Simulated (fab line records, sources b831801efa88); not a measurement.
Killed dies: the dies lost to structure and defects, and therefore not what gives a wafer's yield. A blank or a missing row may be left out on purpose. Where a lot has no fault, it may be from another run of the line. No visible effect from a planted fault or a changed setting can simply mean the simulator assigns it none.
Comparing a struck lot with a sound one    flow sky130    22 out of 708 route steps
Sound: these wafers, L230.1, L230.2, L230.3. Struck: wafers L237.2, L237.3, L237.5. At the end, the cause is stated.
Each step with rows lists, per side, the tool, then ch with its chambers, then its first start. Under that, the readings that differ: sound wafers    struck wafers    difference of the means    sigmas: that difference in standard deviations of wafers without a fault.
alike: readings with means less than 2 such deviations apart, plus words and numbers identical on both sides. not compared: withheld readings, readings lacking a value on some wafer, bounds such as >300 that could conceal the same value, and numbers that have no deviation in the record and whose values overlap.
The two part at a step that has a row with sigmas, a row that says differs or no value, or rows on one side only. When numbers do not overlap yet have no deviation, they are printed without sigmas and do not part them. A reading missing from all wafers of one side parts the sides only when that side holds two or more wafers.

SKY_POLY_GATE_THK_MEAS_21:
  sound on film_metro-02 at day 17 19:56; struck on film_metro-01 at day 20 11:52
  alike: POLY_GATE_OXIDATION_THK
SKY_POLY_GATE_CD_MEAS_22:
  sound on cd_sem-01 at day 17 20:00; struck on cd_sem-01 at day 20 11:57
  alike: cd_nm
then, 7 steps without rows for these wafers: SKY_LDD_N_DEHYDRATE_00 (time 60 s); SKY_LDD_N_HMDS_01 (prime time 60 s); SKY_LDD_N_COAT_02 (resist thk 300 nm); SKY_LDD_N_SOFTBAKE_03 (time 60 s); SKY_LDD_N_EXPOSE_04 (exposes mask NTM, target cd 840 nm); SKY_LDD_N_PEB_05; SKY_LDD_N_DEVELOP_06 (develop time 60 s).
SKY_LDD_N_OVL_MEAS_07:
  sound on overlay-02 at day 19 02:27; struck on overlay-01 at day 21 18:58
  alike: LDD_N_OVL
then, 2 steps without rows for these wafers: SKY_LDD_N_IMPLANT_08; SKY_LDD_N_IMPLANT_09.
SKY_LDD_N_IMPLANT_10:
  sound on implanter-04 ch 0, day 19 02:47; struck on implanter-01 ch 0, day 21 19:19
reading                    sound              struck             difference  sigmas
implant_ion_amu            75 75 75           49 49 49           -26         
model.implant.drp_nm (nm)  7.212 7.212 7.212  9.752 9.752 9.752  +2.540      
model.implant.rp_nm (nm)   16.35 16.35 16.35  17.17 17.17 17.17  +0.82       
then, 5 steps without rows for these wafers: SKY_LDD_N_IMPLANT_11; SKY_LDD_N_IMPLANT_12; SKY_LDD_N_IMPLANT_13; SKY_LDD_N_IMPLANT_14; SKY_LDD_N_IMPLANT_15.
SKY_LDD_N_STRIP_16: strips in O2/N2.
  sound on plasma_asher-04 ch 0,1, day 19 03:41; struck on plasma_asher-04 ch 0,1, day 21 20:11
reading                       sound              struck             difference  sigmas
strip_time_to_endpoint_s (s)  4.332 4.341 4.353  4.290 4.307 4.300  -0.043      -3
  alike: drypump_motor_current_A, oes_product_au
  not compared: rf_hours_counter_h
SKY_LDD_N_TW_MEAS_17:
  sound on film_metro-04 at day 19 03:47; struck on film_metro-04 at day 21 20:18
reading   sound           struck          difference  sigmas
LDD_N_TW  2610 2585 2599  2501 2499 2503  -97         -7
then, 1 step without rows for these wafers: SKY_LDD_P_DEHYDRATE_00 (time 60 s).
-- the record jumps here: 27 days lie between the struck wafers' starts before and after (it left off in module LDD_P and takes up again in module PAD_OPEN, whose first step shown is number 708 of the route) --
SKY_PAD_OPEN_PROBE_99:
  rows exist in the record for the struck wafers here (prober-01, day 48 15:55), but not for the sound ones

## WHERE THEY PART
At SKY_LDD_N_STRIP_16 first; at SKY_PAD_OPEN_PROBE_99 last (within this record only).

WHY: what had been put in by the simulator
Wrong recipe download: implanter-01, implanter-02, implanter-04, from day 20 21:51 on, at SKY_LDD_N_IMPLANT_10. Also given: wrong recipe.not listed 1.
